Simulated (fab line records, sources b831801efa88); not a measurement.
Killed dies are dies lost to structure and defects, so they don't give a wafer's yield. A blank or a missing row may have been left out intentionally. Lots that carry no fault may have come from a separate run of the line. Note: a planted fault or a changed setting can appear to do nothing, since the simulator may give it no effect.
Which tool did it? :: flow sky130 :: 36 wafers from 12 lots sampled at 5 of the route's 708 steps

== WHAT THE GAUGES READ, wafer by wafer ==
SKY_POLY_GATE_THK_MEAS_21.
lot: L445
measured: day 17 10:35
on: filmMetro-04
POLY_GATE_OXIDATION_THK (nm): 4.05 3.97 4.01

lot: L447
measured: day 18 05:34
on: filmMetro-03
POLY_GATE_OXIDATION_THK (nm): 3.86 3.96 3.94

lot: L448
measured: day 18 07:23
on: filmMetro-04
POLY_GATE_OXIDATION_THK (nm): 3.93 3.95 3.99

lot: L449
measured: day 18 20:07
on: filmMetro-03
POLY_GATE_OXIDATION_THK (nm): 3.89 3.97 3.95

lot: L450
measured: day 19 07:56
on: filmMetro-03
POLY_GATE_OXIDATION_THK (nm): 3.75 3.78 3.84

lot: L451
measured: day 19 10:43
on: filmMetro-03
POLY_GATE_OXIDATION_THK (nm): 4.00 4.05 3.94

lot: L452
measured: day 20 14:26
on: filmMetro-01
POLY_GATE_OXIDATION_THK (nm): 4.00 4.02 4.04

lot: L456
measured: day 21 15:01
on: filmMetro-01
POLY_GATE_OXIDATION_THK (nm): 3.26 3.30 3.31 3.33 3.30 3.36

lot: L459
measured: day 22 09:43
on: filmMetro-04
POLY_GATE_OXIDATION_THK (nm): 3.41 3.41 3.36 3.42 3.41 3.38

lot: L464
measured: day 24 01:32
on: filmMetro-04
POLY_GATE_OXIDATION_THK (nm): 3.95 3.96 4.06

lot: L466
measured: day 25 05:08
on: filmMetro-03
POLY_GATE_OXIDATION_THK (nm): 4.05 4.00 3.94

lot: L465
measured: day 25 05:31
on: filmMetro-04
POLY_GATE_OXIDATION_THK (nm): 3.91 3.97 3.99

SKY_LDD_N_OVL_MEAS_07.
lot: L445
measured: day 18 16:12
on: overlay-02
LDD_N_OVL (nm): 2.2 -1.2 1.6

lot: L447
measured: day 19 13:35
on: overlay-02
LDD_N_OVL (nm): 2.8 3.2 0.3

lot: L448
measured: day 19 15:32
on: overlay-01
LDD_N_OVL (nm): 0.1 -2.8 -0.2

lot: L449
measured: day 20 03:30
on: overlay-01
LDD_N_OVL (nm): -0.5 -0.1 -1.7

lot: L450
measured: day 20 15:02
on: overlay-02
LDD_N_OVL (nm): 2.9 1.7 3.5

lot: L451
measured: day 20 18:10
on: overlay-01
LDD_N_OVL (nm): -1.0 -1.2 -0.9

lot: L452
measured: day 21 20:57
on: overlay-01
LDD_N_OVL (nm): -3.3 -4.6 -2.8

lot: L456
measured: day 22 21:44
on: overlay-01
LDD_N_OVL (nm): -0.1 -0.7 -0.5

lot: L459
measured: day 23 16:06
on: overlay-02
LDD_N_OVL (nm): -0.6 -0.3 -0.5

lot: L464
measured: day 25 07:46
on: overlay-01
LDD_N_OVL (nm): 1.0 -1.3 -0.3

lot: L466
measured: day 26 10:13
on: overlay-02
LDD_N_OVL (nm): -2.2 -0.7 -1.2

lot: L465
measured: day 26 10:56
on: overlay-01
LDD_N_OVL (nm): -1.1 -1.1 -1.6

SKY_LDD_HVN_OVL_MEAS_07.
lot: L445
measured: day 21 08:27
on: overlay-02
LDD_HVN_OVL (nm): -0.3 1.7 1.6

lot: L447
measured: day 22 04:25
on: overlay-01
LDD_HVN_OVL (nm): 0.0 0.3 0.8

lot: L448
measured: day 22 06:41
on: overlay-01
LDD_HVN_OVL (nm): 0.6 1.0 2.6

lot: L449
measured: day 22 19:18
on: overlay-01
LDD_HVN_OVL (nm): 0.4 0.4 0.0

lot: L450
measured: day 23 05:49
on: overlay-02
LDD_HVN_OVL (nm): -0.5 1.0 0.7

lot: L451
measured: day 23 10:10
on: overlay-02
LDD_HVN_OVL (nm): 0.7 1.8 1.6

lot: L452
measured: day 24 11:17
on: overlay-02
LDD_HVN_OVL (nm): 0.7 -0.1 -0.3

lot: L456
measured: day 25 11:53
on: overlay-01
LDD_HVN_OVL (nm): -0.8 -0.8 1.3

lot: L459
measured: day 26 05:33
on: overlay-02
LDD_HVN_OVL (nm): 0.1 -1.0 -1.1

lot: L464
measured: day 27 19:03
on: overlay-02
LDD_HVN_OVL (nm): 1.0 -0.9 0.7

lot: L466
measured: day 28 20:12
on: overlay-02
LDD_HVN_OVL (nm): 1.2 0.5 0.9

lot: L465
measured: day 28 22:25
on: overlay-02
LDD_HVN_OVL (nm): 1.4 1.3 0.3

== WHICH TOOL RAN EACH LOT (tool, then ch and the chambers of the sampled wafers, then the start) ==
lot: L445
SKY_POLY_GATE_ETCH_17: rieSi-02 ch 0,2,3, day 17 06:50
SKY_POLY_GATE_OXIDATION_20: furnace-01 ch 0, day 17 09:20

lot: L447
SKY_POLY_GATE_ETCH_17: rieSi-02 ch 1,2, day 18 03:34
SKY_POLY_GATE_OXIDATION_20: furnace-02 ch 0, day 18 04:18

lot: L448
SKY_POLY_GATE_ETCH_17: rieSi-01 ch 0,1,2, day 18 05:56
SKY_POLY_GATE_OXIDATION_20: furnace-02 ch 0, day 18 06:08

lot: L449
SKY_POLY_GATE_ETCH_17: rieSi-02 ch 0,2,3, day 18 17:47
SKY_POLY_GATE_OXIDATION_20: furnace-01 ch 0, day 18 18:52

lot: L450
SKY_POLY_GATE_ETCH_17: rieSi-02 ch 1,2,3, day 19 05:55
SKY_POLY_GATE_OXIDATION_20: furnace-02 ch 0, day 19 06:40

lot: L451
SKY_POLY_GATE_ETCH_17: rieSi-02 ch 1,2,3, day 19 09:13
SKY_POLY_GATE_OXIDATION_20: furnace-01 ch 0, day 19 09:27

lot: L452
SKY_POLY_GATE_ETCH_17: rieSi-02 ch 2,3, day 20 12:23
SKY_POLY_GATE_OXIDATION_20: furnace-02 ch 0, day 20 13:11

lot: L456
SKY_POLY_GATE_ETCH_17: rieSi-02 ch 1,3, day 21 13:32
SKY_POLY_GATE_OXIDATION_20: furnace-01 ch 0, day 21 13:45

lot: L459
SKY_POLY_GATE_ETCH_17: rieSi-01 ch 0,2,3, day 22 08:16
SKY_POLY_GATE_OXIDATION_20: furnace-01 ch 0, day 22 08:28

lot: L464
SKY_POLY_GATE_ETCH_17: rieSi-01 ch 1,2, day 24 00:05
SKY_POLY_GATE_OXIDATION_20: furnace-02 ch 0, day 24 00:17

lot: L466
SKY_POLY_GATE_ETCH_17: rieSi-02 ch 0,2, day 25 03:41
SKY_POLY_GATE_OXIDATION_20: furnace-01 ch 0, day 25 03:53

lot: L465
SKY_POLY_GATE_ETCH_17: rieSi-01 ch 0,2,3, day 25 04:02
SKY_POLY_GATE_OXIDATION_20: furnace-02 ch 0, day 25 04:14
- SKY_POLY_GATE_ETCH_17: etches poly-Si in HBr/Cl2, stops on SiO2, target depth 180 nm, time 70.5 s.
- SKY_POLY_GATE_OXIDATION_20: stabilise 600 s, purge 300 s, target thk 4 nm.

== WHAT THE TOOLS THEMSELVES READ (means of the sampled wafers that have a number; where no wafer has one, the mark that the record gives instead) ==
SKY_POLY_GATE_ETCH_17.
lot: L445
tool: rieSi-02
drypumpMotorCurrentA (A): 5.3
oesProductAu (a.u.): 0.994
throttleValvePct (%): 33.681

lot: L447
tool: rieSi-02
drypumpMotorCurrentA (A): 5.8
oesProductAu (a.u.): 0.987
throttleValvePct (%): 33.687

lot: L448
tool: rieSi-01
drypumpMotorCurrentA (A): 5.9
oesProductAu (a.u.): 0.984
throttleValvePct (%): 33.683

lot: L449
tool: rieSi-02
drypumpMotorCurrentA (A): 5.3
oesProductAu (a.u.): 0.988
throttleValvePct (%): 33.689

lot: L450
tool: rieSi-02
drypumpMotorCurrentA (A): 5.5
oesProductAu (a.u.): 0.985
throttleValvePct (%): 33.690

lot: L451
tool: rieSi-02
drypumpMotorCurrentA (A): 5.5
oesProductAu (a.u.): 0.992
throttleValvePct (%): 33.681

lot: L452
tool: rieSi-02
drypumpMotorCurrentA (A): 5.5
oesProductAu (a.u.): 0.985
throttleValvePct (%): 33.690

lot: L456
tool: rieSi-02
drypumpMotorCurrentA (A): 5.2
oesProductAu (a.u.): 0.987
throttleValvePct (%): 33.683

lot: L459
tool: rieSi-01
drypumpMotorCurrentA (A): 6.0
oesProductAu (a.u.): 0.989
throttleValvePct (%): 33.683

lot: L464
tool: rieSi-01
drypumpMotorCurrentA (A): 5.7
oesProductAu (a.u.): 0.986
throttleValvePct (%): 33.687

lot: L466
tool: rieSi-02
drypumpMotorCurrentA (A): 5.6
oesProductAu (a.u.): 0.988
throttleValvePct (%): 33.673

lot: L465
tool: rieSi-01
drypumpMotorCurrentA (A): 6.0
oesProductAu (a.u.): 0.986
throttleValvePct (%): 33.689

SKY_POLY_GATE_OXIDATION_20.
lot: L445
tool: furnace-01
spikeTcBottomC (C): 865.8

lot: L447
tool: furnace-02
spikeTcBottomC (C): 869.7

lot: L448
tool: furnace-02
spikeTcBottomC (C): 869.5

lot: L449
tool: furnace-01
spikeTcBottomC (C): 865.5

lot: L450
tool: furnace-02
spikeTcBottomC (C): 870.4

lot: L451
tool: furnace-01
spikeTcBottomC (C): 865.1

lot: L452
tool: furnace-02
spikeTcBottomC (C): 870.2

lot: L456
tool: furnace-01
spikeTcBottomC (C): 866.1

lot: L459
tool: furnace-01
spikeTcBottomC (C): 865.3

lot: L464
tool: furnace-02
spikeTcBottomC (C): 870.6

lot: L466
tool: furnace-01
spikeTcBottomC (C): 865.1

lot: L465
tool: furnace-02
spikeTcBottomC (C): 869.0

== THE ANSWER, worked out from the rows above alone ==
Rule: the lots themselves supply what counts as usual. The widest of any qualifying gaps counts: lots, ordered by their means at a reading, are off when they make up no more than a third of the lots, leave a main group of 4 or more, and stand apart from it by 3 or more times the standard deviation of that group's means. The tables above print the reading to a certain number of digits; a main group whose means all agree to those digits is not used. Also off: a lot with no number at a reading for which 4 or more lots have one. All remaining lots with rows at the step are treated as sound. First the gauges in route order, then the tools' own readings, where a lot's mean is used as printed above. At the first step where some lot is off, the reading lying furthest off is the one used; lots without a number count as furthest.
Off: L456, L459, seen at SKY_POLY_GATE_THK_MEAS_21 (POLY_GATE_OXIDATION_THK). The main group has a mean of 3.96 nm with a standard deviation of 0.064.
A tool fits if, at a process step before that reading, it ran every lot that is off, and no sound lot after the first of them. Those tools and the gauges at SKY_POLY_GATE_THK_MEAS_21 are tried in the same way. Not one of the candidates tried fits.

== WHAT HAD BEEN PUT IN BY THE SIMULATOR ==
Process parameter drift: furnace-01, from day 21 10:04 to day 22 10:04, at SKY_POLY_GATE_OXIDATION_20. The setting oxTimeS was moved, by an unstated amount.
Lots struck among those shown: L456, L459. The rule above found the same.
